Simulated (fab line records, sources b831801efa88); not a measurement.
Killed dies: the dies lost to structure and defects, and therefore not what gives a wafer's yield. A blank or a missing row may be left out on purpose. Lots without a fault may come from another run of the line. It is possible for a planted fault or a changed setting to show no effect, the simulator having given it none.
A sampling plan put to the test ; flow gf180mcu ; one fab line, 18 faults that these records tell of, each judged on the records of the lots that it struck
What counts as the plan is the set of the line's own looks, namely the steps on the route at which a gauge or an inspection reads a wafer and does not change it. A look is open to judgement when struck wafers have a number at it and the file gives its usual mean and standard deviation on fault-free wafers. Caught: a look later than the fault's first step finds the struck wafers' mean 4 or more of those standard deviations (sigma) from the usual mean. On the tool: the fault's steps, tested the same way using the tool's own readings. Also counted as caught: the struck wafers showing another recipe, or a record that is empty for them alone.

## THE FAULTS, as the simulator had put them in
1. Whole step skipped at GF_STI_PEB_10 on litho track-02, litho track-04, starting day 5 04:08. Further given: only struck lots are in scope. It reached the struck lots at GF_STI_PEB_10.
2. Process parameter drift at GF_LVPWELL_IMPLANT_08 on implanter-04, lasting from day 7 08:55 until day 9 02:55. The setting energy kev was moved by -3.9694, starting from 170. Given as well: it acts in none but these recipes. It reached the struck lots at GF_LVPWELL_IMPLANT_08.
3. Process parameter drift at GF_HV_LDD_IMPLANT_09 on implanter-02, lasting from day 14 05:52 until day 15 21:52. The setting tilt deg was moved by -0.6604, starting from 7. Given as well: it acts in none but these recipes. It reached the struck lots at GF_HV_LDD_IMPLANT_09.
4. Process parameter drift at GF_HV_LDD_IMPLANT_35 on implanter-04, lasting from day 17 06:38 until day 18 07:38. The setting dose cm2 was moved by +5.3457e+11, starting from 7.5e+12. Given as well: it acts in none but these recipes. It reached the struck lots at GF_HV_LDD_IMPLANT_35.
5. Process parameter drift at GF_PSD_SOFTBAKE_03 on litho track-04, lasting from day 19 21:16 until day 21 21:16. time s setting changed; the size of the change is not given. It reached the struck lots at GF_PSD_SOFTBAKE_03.
6. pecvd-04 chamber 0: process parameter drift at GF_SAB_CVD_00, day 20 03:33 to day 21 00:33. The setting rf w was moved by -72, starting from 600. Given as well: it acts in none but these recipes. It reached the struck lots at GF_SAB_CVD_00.
7. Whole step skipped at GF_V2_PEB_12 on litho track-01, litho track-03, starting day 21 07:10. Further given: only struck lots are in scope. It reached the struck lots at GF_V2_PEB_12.
8. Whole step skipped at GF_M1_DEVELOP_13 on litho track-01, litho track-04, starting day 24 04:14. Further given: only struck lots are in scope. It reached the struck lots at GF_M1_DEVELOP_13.
9. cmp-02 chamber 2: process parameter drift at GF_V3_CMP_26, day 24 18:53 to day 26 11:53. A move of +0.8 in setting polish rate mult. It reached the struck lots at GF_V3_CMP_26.
10. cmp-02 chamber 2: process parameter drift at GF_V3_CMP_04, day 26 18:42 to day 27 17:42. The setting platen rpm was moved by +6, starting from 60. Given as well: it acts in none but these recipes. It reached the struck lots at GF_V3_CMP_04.
11. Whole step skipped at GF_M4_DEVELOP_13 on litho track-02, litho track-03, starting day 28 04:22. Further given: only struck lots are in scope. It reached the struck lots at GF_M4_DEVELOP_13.
12. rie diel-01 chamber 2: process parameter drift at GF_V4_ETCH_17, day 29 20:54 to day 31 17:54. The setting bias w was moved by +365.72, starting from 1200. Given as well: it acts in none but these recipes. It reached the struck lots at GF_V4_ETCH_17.
13. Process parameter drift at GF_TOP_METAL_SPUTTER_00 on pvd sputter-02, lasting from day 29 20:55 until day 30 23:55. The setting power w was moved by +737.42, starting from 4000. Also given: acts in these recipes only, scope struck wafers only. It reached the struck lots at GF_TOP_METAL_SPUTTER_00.
14. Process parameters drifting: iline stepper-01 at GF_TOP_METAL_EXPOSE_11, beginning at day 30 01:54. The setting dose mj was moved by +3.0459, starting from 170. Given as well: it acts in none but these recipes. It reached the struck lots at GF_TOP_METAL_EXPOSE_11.
15. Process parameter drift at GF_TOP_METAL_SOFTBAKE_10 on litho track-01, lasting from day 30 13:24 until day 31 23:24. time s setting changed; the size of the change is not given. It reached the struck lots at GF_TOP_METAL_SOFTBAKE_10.
16. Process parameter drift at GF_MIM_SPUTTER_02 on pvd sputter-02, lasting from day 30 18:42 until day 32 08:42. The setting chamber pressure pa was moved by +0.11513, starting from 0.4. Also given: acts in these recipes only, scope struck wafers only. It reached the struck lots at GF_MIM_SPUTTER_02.
17. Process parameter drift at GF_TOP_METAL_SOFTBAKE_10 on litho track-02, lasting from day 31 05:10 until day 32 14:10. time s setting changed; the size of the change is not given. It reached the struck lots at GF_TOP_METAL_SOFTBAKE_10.
18. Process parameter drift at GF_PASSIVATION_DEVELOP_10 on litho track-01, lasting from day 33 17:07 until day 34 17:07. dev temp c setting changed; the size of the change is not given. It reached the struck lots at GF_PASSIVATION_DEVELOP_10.

## WHAT THE PLAN SAW
fault;on the tool itself;first look that catches it;reading, sigma;median hours from its first step to that look;hours from the fault's start to the first struck lot there;judged looks passed uncaught
1;the tool's record is blank for the struck wafers;not the one look that can be judged after it;-;-;-;1
2;beam energy keV -67 sigma;not the one look that can be judged after it;-;-;-;1
3;tilt deg -31 sigma;not the one look that can be judged after it;-;-;-;1
4;dose ions cm2 +64 sigma;no look after it can be judged;-;-;-;0
5;heater power total W +78 sigma;not the one look that can be judged after it;-;-;-;1
6;rf fwd power W -21 sigma;not the one look that can be judged after it;-;-;-;1
7;the tool's record is blank for the struck wafers;no look after it can be judged;-;-;-;0
8;the tool's record is blank for the struck wafers;no look after it can be judged;-;-;-;0
9;time to endpoint s -8.6 sigma;no look after it can be judged;-;-;-;0
10;platen rpm +99 or beyond sigma;no look after it can be judged;-;-;-;0
11;the tool's record is blank for the struck wafers;no look after it can be judged;-;-;-;0
12;bias w +99 or beyond sigma;not the one look that can be judged after it;-;-;-;1
13;cathode dc power W +99 or beyond sigma;no look after it can be judged;-;-;-;0
14;exposure dose mJ cm2 +16 sigma;no look after it can be judged;-;-;-;0
15;run length s -26 sigma;no look after it can be judged;-;-;-;0
16;chamber pressure pa +88 sigma;not the one look that can be judged after it;-;-;-;1
17;heater power total W +99 or beyond sigma;no look after it can be judged;-;-;-;0
18;developer temp C -11 sigma;no look after it can be judged;-;-;-;0
A dash: the fault isn't caught, or these records don't give the number.

Caught at a look: 0 of 18. Caught on the tool: 18 of 18. By one or the other: 18 of 18.
Caught on the tool alone: faults 1, 2, 3, 4, 5, 6, 7, 8, 9, 10, 11, 12, 13, 14, 15, 16, 17, 18.
